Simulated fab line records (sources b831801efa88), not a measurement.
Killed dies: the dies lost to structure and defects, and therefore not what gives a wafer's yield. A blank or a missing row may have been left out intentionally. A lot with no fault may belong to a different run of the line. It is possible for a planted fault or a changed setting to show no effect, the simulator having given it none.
Problem report in the 8D (eight disciplines) form, filled by code :: flow gf180mcu :: the parts of the form that need people (team, actions taken, sign-off) are left out

1. WHAT WENT WRONG
V3_W_RS at GF_V3_RS_MEAS_24 reads a mean of 0.243 ohm/sq on 3 wafers of 2 lots; wafers without a fault read 0.327 ohm/sq with a standard deviation of 0.0031. That is -27 standard deviations from the usual mean.
The step: measures by four-point-probe.
First seen on wafer L609.6, day 28 16:17, on film-metro-01. The record holds 33 wafers of 11 lots with a number at this step. By rule, "out" or "out of limits" means more than 4 standard deviations away from the usual mean. The other wafers with a number count as sound.

2. WHAT IT IS, WHAT IT ISN'T
question: which readings at this step
is: V3_W_RS
is not: -

question: which lots
is: L609, L610
is not: L592, L593, L595, L596, L597, L598, L599, L603, L613

question: which wafers of those lots
is: L609.6, L610.1, L610.6
is not: L609.3, L609.4, L610.2

question: read on which gauges
is: film-metro-01
is not: film-metro-02, film-metro-04

question: when
is: from day 28 16:17
is not: up to then (26 sound wafers); but 4 sound wafers of L610, L613 came after

3. SUSPECTS, AND WHAT RULES EACH OUT
Counting: if a tool at a process step up to the reading ran every lot that is out, it stays a suspect. Sound lots after the first of them don't rule it out here, since some wafers of a struck lot are sound.
- the gauge at GF_V3_RS_MEAS_24 has been ruled out. All the wafers that are out were read on film-metro-01, but those of them that GF_V3_CMP_26 has rows for are out there too, on other tools.
- pecvd-03 at GF_V3_CVD_02 (deposits SiO2 from TEOS, target thk 850 nm, time 94.851 s): kept. Ran every lot that is out, first one L609 (day 27 18:59); last sound lot up to then L603 (day 26 00:26).
- cvd-w-02 at GF_V3_CVD_23 (deposits W, target thk 350 nm, time 104.9 s): kept. Ran every lot that is out, first one L609 (day 28 16:06); last sound lot up to then L599 (day 25 17:55).
What counting leaves: pecvd-03 at GF_V3_CVD_02 and cvd-w-02 at GF_V3_CVD_23.

4. THE CAUSE (what the simulator had put in)
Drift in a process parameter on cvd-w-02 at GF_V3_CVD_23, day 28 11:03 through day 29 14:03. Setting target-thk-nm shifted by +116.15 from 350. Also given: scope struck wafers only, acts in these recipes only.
Counting leaves 2 suspects; this tool is one of them.

5. THE EFFECT CHAIN, in route order
Each row: a reading where the mean over the struck wafers with a number is more than 3 standard deviations away from the usual. Only readings for which the record gives a usual standard deviation are gone through. hours: the time from each lot's start at the first step in this table that gives one to its start at this step, as a median over the lots. sigmas: the change in usual standard deviations.
hours: 0
step: GF_V3_RS_MEAS_24
reading: V3_W_RS
usual: 0.327 ohm/sq
on struck wafers: 0.243
change: -0.084
sigmas: -27

hours: 0
step: GF_V3_THK_MEAS_25
reading: V3_W_THK
usual: 349 nm
on struck wafers: 468
change: +119
sigmas: +29

hours: 0
step: GF_V3_CMP_26
reading: time-to-endpoint-s
usual: 87 s
on struck wafers: 117
change: +30
sigmas: +8.7
Here are the process steps it includes:
- GF_V3_CMP_26: polishes, stops on SiO2, t overpolish 15 s, target thk 0 nm.

6. WHAT WOULD HAVE CAUGHT IT SOONER
In this record the first reading out of limits at a measuring or inspecting step was taken at day 28 16:17, 5 hours after the fault began at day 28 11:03.
Tool readings at GF_V3_CVD_23 with a usual standard deviation given in the record: none out on any struck wafer, hence no alarm at a limit of 4 standard deviations on them.
Lots out: 2; of these, L610 started GF_V3_CVD_23 on cvd-w-02 after day 28 16:17. A tool hold placed at that time would have kept it from harm.
